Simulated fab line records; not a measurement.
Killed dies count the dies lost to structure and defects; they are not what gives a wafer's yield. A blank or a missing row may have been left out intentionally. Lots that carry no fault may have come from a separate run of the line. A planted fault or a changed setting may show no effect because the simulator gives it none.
The tool behind it: which one? / flow gf180mcu / 15 lots with 45 wafers sampled at 3 steps, on a route of 602 steps

== WHAT EACH GAUGE READ, for each wafer ==
GF_LVPWELL_TW_MEAS_11. Usual: for LVPWELL_TW the level is 557 and the standard deviation is 9.4.
lot=L584; measured=day 4 06:44; on=film-metro-02; LVPWELL_TW=551 555 550; flag=
lot=L586; measured=day 4 14:35; on=film-metro-01; LVPWELL_TW=556 558 554; flag=
lot=L587; measured=day 4 18:05; on=film-metro-02; LVPWELL_TW=550 549 549; flag=
lot=L590; measured=day 5 13:29; on=film-metro-04; LVPWELL_TW=568 568 568; flag=
lot=L594; measured=day 6 12:53; on=film-metro-01; LVPWELL_TW=554 551 554; flag=
lot=L595; measured=day 6 15:38; on=film-metro-02; LVPWELL_TW=600 598 598; flag=OFF
lot=L596; measured=day 6 19:46; on=film-metro-02; LVPWELL_TW=604 600 600; flag=OFF
lot=L597; measured=day 7 05:23; on=film-metro-04; LVPWELL_TW=624 624 622; flag=OFF
lot=L599; measured=day 7 14:31; on=film-metro-02; LVPWELL_TW=548 546 547; flag=
lot=L600; measured=day 7 22:46; on=film-metro-01; LVPWELL_TW=553 553 550; flag=
lot=L601; measured=day 8 01:55; on=film-metro-02; LVPWELL_TW=550 551 549; flag=
lot=L602; measured=day 8 08:39; on=film-metro-04; LVPWELL_TW=575 571 572; flag=
lot=L603; measured=day 8 13:25; on=film-metro-01; LVPWELL_TW=555 554 555; flag=
lot=L604; measured=day 8 19:13; on=film-metro-04; LVPWELL_TW=571 570 570; flag=
lot=L606; measured=day 9 05:07; on=film-metro-02; LVPWELL_TW=550 551 551; flag=

GF_VT_IMPLANT_RS_MEAS_48: the measuring method here is four-point-probe. Usual: for LVPWELL_RS the level is 1196 ohm/sq and the standard deviation is 3.3.
lot=L584; measured=day 8 01:25; on=film-metro-02; LVPWELL_RS (ohm/sq)=1198 1197 1194; flag=
lot=L586; measured=day 8 09:33; on=film-metro-02; LVPWELL_RS (ohm/sq)=1197 1195 1195; flag=
lot=L587; measured=day 8 13:58; on=film-metro-04; LVPWELL_RS (ohm/sq)=1197 1194 1197; flag=
lot=L590; measured=day 9 08:31; on=film-metro-01; LVPWELL_RS (ohm/sq)=1193 1191 1197; flag=
lot=L594; measured=day 10 16:32; on=film-metro-02; LVPWELL_RS (ohm/sq)=1201 1198 1198; flag=
lot=L595; measured=day 10 19:58; on=film-metro-01; LVPWELL_RS (ohm/sq)=1430 1429 1430; flag=OFF
lot=L596; measured=day 10 22:28; on=film-metro-04; LVPWELL_RS (ohm/sq)=1430 1434 1433; flag=OFF
lot=L597; measured=day 11 12:30; on=film-metro-04; LVPWELL_RS (ohm/sq)=1424 1428 1426; flag=OFF
lot=L599; measured=day 11 20:11; on=film-metro-04; LVPWELL_RS (ohm/sq)=1198 1197 1196; flag=
lot=L600; measured=day 12 08:05; on=film-metro-01; LVPWELL_RS (ohm/sq)=1202 1197 1201; flag=
lot=L601; measured=day 12 10:02; on=film-metro-01; LVPWELL_RS (ohm/sq)=1195 1193 1191; flag=
lot=L602; measured=day 12 18:50; on=film-metro-04; LVPWELL_RS (ohm/sq)=1192 1195 1194; flag=
lot=L603; measured=day 13 01:08; on=film-metro-02; LVPWELL_RS (ohm/sq)=1200 1197 1199; flag=
lot=L604; measured=day 13 08:32; on=film-metro-04; LVPWELL_RS (ohm/sq)=1194 1195 1196; flag=
lot=L606; measured=day 13 21:43; on=film-metro-01; LVPWELL_RS (ohm/sq)=1195 1192 1192; flag=

== TOOL THAT RAN EACH LOT (tool first, then ch and the chambers of the sampled wafers, then the start) ==
lot=L584; GF_LVPWELL_IMPLANT_08=implanter-03 ch 0, day 4 06:20
lot=L586; GF_LVPWELL_IMPLANT_08=implanter-03 ch 0, day 4 14:13
lot=L587; GF_LVPWELL_IMPLANT_08=implanter-03 ch 0, day 4 17:41
lot=L590; GF_LVPWELL_IMPLANT_08=implanter-04 ch 0, day 5 13:07
lot=L594; GF_LVPWELL_IMPLANT_08=implanter-03 ch 0, day 6 12:30
lot=L595; GF_LVPWELL_IMPLANT_08=implanter-04 ch 0, day 6 15:16
lot=L596; GF_LVPWELL_IMPLANT_08=implanter-04 ch 0, day 6 19:22
lot=L597; GF_LVPWELL_IMPLANT_08=implanter-04 ch 0, day 7 05:02
lot=L599; GF_LVPWELL_IMPLANT_08=implanter-01 ch 0, day 7 14:08
lot=L600; GF_LVPWELL_IMPLANT_08=implanter-01 ch 0, day 7 22:22
lot=L601; GF_LVPWELL_IMPLANT_08=implanter-01 ch 0, day 8 01:31
lot=L602; GF_LVPWELL_IMPLANT_08=implanter-03 ch 0, day 8 08:16
lot=L603; GF_LVPWELL_IMPLANT_08=implanter-03 ch 0, day 8 13:02
lot=L604; GF_LVPWELL_IMPLANT_08=implanter-03 ch 0, day 8 18:52
lot=L606; GF_LVPWELL_IMPLANT_08=implanter-01 ch 0, day 9 04:43
- GF_LVPWELL_IMPLANT_08

== AS READ BY THE TOOLS THEMSELVES (means over the sampled wafers that have a number; for cases with no such wafer, the mark the record gives instead) ==
GF_LVPWELL_IMPLANT_08. Usual: faraday-current-uA 84.6, standard deviation 1.7; tilt-deg 0.002 degrees, standard deviation 0.019.
lot=L584; tool=implanter-03; faraday-current-uA=84.2; tilt-deg (degrees)=-0.006; flag=
lot=L586; tool=implanter-03; faraday-current-uA=84.4; tilt-deg (degrees)=0.013; flag=
lot=L587; tool=implanter-03; faraday-current-uA=84.3; tilt-deg (degrees)=0.018; flag=
lot=L590; tool=implanter-04; faraday-current-uA=83.7; tilt-deg (degrees)=0.030; flag=
lot=L594; tool=implanter-03; faraday-current-uA=84.7; tilt-deg (degrees)=-0.026; flag=
lot=L595; tool=implanter-04; faraday-current-uA=84.9; tilt-deg (degrees)=6.384; flag=OFF
lot=L596; tool=implanter-04; faraday-current-uA=85.8; tilt-deg (degrees)=6.392; flag=OFF
lot=L597; tool=implanter-04; faraday-current-uA=84.3; tilt-deg (degrees)=6.394; flag=OFF
lot=L599; tool=implanter-01; faraday-current-uA=84.6; tilt-deg (degrees)=0.012; flag=
lot=L600; tool=implanter-01; faraday-current-uA=83.4; tilt-deg (degrees)=-0.022; flag=
lot=L601; tool=implanter-01; faraday-current-uA=86.0; tilt-deg (degrees)=-0.005; flag=
lot=L602; tool=implanter-03; faraday-current-uA=84.2; tilt-deg (degrees)=0.001; flag=
lot=L603; tool=implanter-03; faraday-current-uA=84.9; tilt-deg (degrees)=-0.010; flag=
lot=L604; tool=implanter-03; faraday-current-uA=85.1; tilt-deg (degrees)=-0.003; flag=
lot=L606; tool=implanter-01; faraday-current-uA=85.2; tilt-deg (degrees)=0.011; flag=

== THE ANSWER, worked out from the rows above alone ==
Rule: take the mean of a lot's wafers that have a number; if it is more than 3 standard deviations from the usual mean, the lot is off. Also off: a lot with no number at a reading for which 4 or more lots have one. The other lots that the step has rows for count as sound. First the gauges in route order, then the tools' own readings, where a lot's mean is used as printed above. The first step at which some lot is off is used, and at that step the reading that is off furthest; a lot without a number counts as furthest.
Off: L595, L596, L597, seen at GF_LVPWELL_TW_MEAS_11 (LVPWELL_TW).
A tool fits if, at a process step before that reading, it ran every lot that is off, and no sound lot after the first of them. The gauges at GF_LVPWELL_TW_MEAS_11 aren't tried: what is off there is off at GF_LVPWELL_IMPLANT_08 too, on other tools, and a gauge's error can't cause that. One candidate fits, namely implanter-04 at GF_LVPWELL_IMPLANT_08. Its last sound lot is L590 (day 5 13:07), its first lot that is off L595 (day 6 15:16): a fault that began between those two fits.
The tool's own readings at GF_LVPWELL_IMPLANT_08 bear it out: on the lots that are off they differ by more than 5 times the standard deviation of the sound lots' means. tilt-deg reads 6.390 degrees there against 0.001 degrees on the sound lots.

== WHAT HAD BEEN PUT IN BY THE SIMULATOR ==
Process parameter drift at GF_LVPWELL_IMPLANT_08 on implanter-04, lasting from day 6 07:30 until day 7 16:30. Setting tilt-deg, moved by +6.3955, from 0. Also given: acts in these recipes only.
Shown lots that were struck: L595, L596, L597. The rule above reached the same finding.
